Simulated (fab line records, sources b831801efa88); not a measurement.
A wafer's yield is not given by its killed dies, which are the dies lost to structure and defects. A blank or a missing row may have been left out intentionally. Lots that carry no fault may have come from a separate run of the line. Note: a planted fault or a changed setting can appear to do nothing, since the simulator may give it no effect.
Problem report, 8D (eight disciplines) form, completed by code | flow gf180mcu | the parts of the form that need people (team, actions taken, sign-off) are left out

1. THE ISSUE
Mean of time to endpoint s at GF_V4_CMP_26: 48 s across 2 wafers in 2 lots; on wafers with no fault it is 86 s (standard deviation 3.4). Measured from the usual mean, that is -11 standard deviations.
The step: polishes, stops on SiO2, t overpolish 15 s, target thk 0 nm.
First observed at day 28 09:27: wafer L488.6, on cmp-01. The record has a number at this step for 26 wafers belonging to 9 lots. By rule, "out" or "out of limits" means more than 4 standard deviations away from the usual mean. Any other wafer with a number is counted as sound.

2. WHAT IT IS; WHAT IT IS NOT
question                    | is                 | is not
which readings at this step | time to endpoint s | motor current A, overpolish run s
which lots                  | L488, L489         | L476, L477, L478, L479, L480, L498, L499
which wafers of those lots  | L488.6, L489.5     | L488.2, L488.4, L489.4
read on which tools         | cmp-01             | cmp-02
when                        | from day 28 09:27  | up to then (17 sound wafers); but 7 sound wafers of L489, L498, L499 came after

3. SUSPECTS, AND WHAT RULES EACH OUT
Counting: a tool at a process step up to the reading stays a suspect if it ran every lot that is out. Sound lots after the first of them don't rule it out here, since some wafers of a struck lot are sound.
- cmp-01 at GF_V4_CMP_26 (polishes, stops on SiO2, t overpolish 15 s, target thk 0 nm): kept. Every lot that is out went through it, the first being L488 (day 28 09:27); the last sound lot it ran before that was L480 (day 25 19:45). Its own readings are out on those wafers: time to endpoint s.
The count leaves cmp-01 at GF_V4_CMP_26.

4. THE CAUSE (what the simulator had put in)
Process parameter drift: cmp-01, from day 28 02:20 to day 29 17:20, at GF_V4_CMP_26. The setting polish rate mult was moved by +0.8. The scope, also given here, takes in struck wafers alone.
The count eliminated every tool but this one.

5. THE EFFECT CHAIN, in route order
Rows list readings where the struck wafers' mean (over those with a number) sits beyond 3 standard deviations from the usual. Scope: only readings with a usual standard deviation given in the record; hours: median across lots of the time from each lot's start at the first step in this table that gives one to its start at this step; sigmas: change in usual standard deviations.
hours | step         | reading            | usual | on struck wafers | change | sigmas
0     | GF_V4_CMP_26 | time to endpoint s | 86 s  | 48               | -38    | -11
Its process steps:
- GF_V4_CMP_26: polishes, stops on SiO2, t overpolish 15 s, target thk 0 nm.

6. HOW IT WOULD HAVE BEEN CAUGHT EARLIER
7 hours passed between the start of the fault at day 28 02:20 and the first reading out of limits in this record, taken at day 28 09:27.
